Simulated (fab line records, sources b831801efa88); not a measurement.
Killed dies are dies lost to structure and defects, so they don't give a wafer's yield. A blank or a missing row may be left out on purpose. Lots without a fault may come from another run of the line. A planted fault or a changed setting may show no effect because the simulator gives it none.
One fault seen from 2 desks | flow gf180mcu | each desk has only its own numbers; what lay behind them comes last

THE METROLOGY DESK
What the gauges read, lot by lot, whatever tool the lot ran on: means of the sampled wafers that have a number. A lot is out of limits, marked OUT, if its mean lies more than 4 standard deviations from the usual mean; the brackets give that distance.
Columns: A = V4_OVL at GF_V4_OVL_MEAS_15, usual 3 nm; B = M5_OVL at GF_M5_OVL_MEAS_08, usual 0 nm; C = V5_W_RS at GF_V5_RS_MEAS_24, usual 0.326 ohm/sq; D = V5_W_THK at GF_V5_THK_MEAS_25, usual 356 nm; E = PASSIVATION_CVD_02_THK at GF_PASSIVATION_THK_MEAS_03, usual 700 nm
lot  | first seen here | A  | B  | C                | D              | E
L143 | day 24 02:21    | 2  | 4  | 0.321            | 358            | 690
L147 | day 25 16:45    | -1 | 2  | 0.327            | 355            | 695
L149 | day 25 23:07    | 2  | 5  | 0.328            | 355            | 708
L151 | day 26 14:00    | 2  | 1  | 0.330            | 356            | 708
L152 | day 27 02:55    | 6  | -6 | 0.331            | 354            | 690
L153 | day 27 07:46    | 5  | 5  | 0.329            | 352            | 699
L156 | day 28 09:37    | 8  | 2  | 0.321            | 360            | 701
L157 | day 28 18:55    | 0  | -1 | 0.321            | 363            | 699
L158 | day 29 11:36    | 7  | -1 | 0.330            | 353            | 695
L160 | day 30 13:02    | 3  | -6 | 0.295 (-5.2) OUT | 403 (+7.1) OUT | 702
L161 | day 30 13:52    | 6  | 5  | 0.223 (-18) OUT  | 522 (+25) OUT  | 702
L166 | day 31 14:53    | 4  | -4 | 0.318            | 364            | 704
This desk's finding: out of limits on L160, L161; first on L160, day 32 19:19 (V5_W_RS at GF_V5_RS_MEAS_24). In limits: L143, L147, L149, L151, L152, L153, L156, L157, L158, L166.

THE TOOL OWNER'S DESK: cvd_w-01
The tool's own readings at GF_V5_CVD_23 (deposits W, target thk 350 nm, time 104.9 s): means of the sampled wafers that have a number, for each lot that ran on this tool. A lot is out of limits, marked OUT, if its mean lies more than 4 standard deviations from the usual mean; the brackets give that distance.
Columns: A = heater_power_w at GF_V5_CVD_23, usual 914 W; B = susceptor_temp_C at GF_V5_CVD_23, usual 400.00 C
lot  | first seen here | A   | B
L147 | day 28 11:52    | 931 | 400.09
L149 | day 28 17:24    | 931 | 400.17
L151 | day 29 06:35    | 884 | 399.70
L152 | day 29 17:41    | 884 | 399.89
L153 | day 29 22:03    | 907 | 400.20
L158 | day 31 22:27    | 876 | 399.75
L160 | day 32 19:12    | 931 | 400.10
L161 | day 32 20:19    | 832 | 399.79
This desk's finding: nothing out of limits on any of the 8 lots.

PUT TOGETHER
The metrology desk could have raised an alarm at day 32 19:19, on L160, L161.
The tool owner's desk saw nothing out of limits.
The tool owner's desk has L160, L161 on record, within its limits.
Of the lots named, all ran GF_V5_CVD_23 on cvd_w-01.

WHAT THE SIMULATOR HAD PUT IN
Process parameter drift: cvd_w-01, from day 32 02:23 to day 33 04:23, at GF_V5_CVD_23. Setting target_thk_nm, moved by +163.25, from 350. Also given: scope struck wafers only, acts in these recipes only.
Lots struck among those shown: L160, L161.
Hours from the fault's start to each desk's first reading out of limits: the metrology desk, 17.
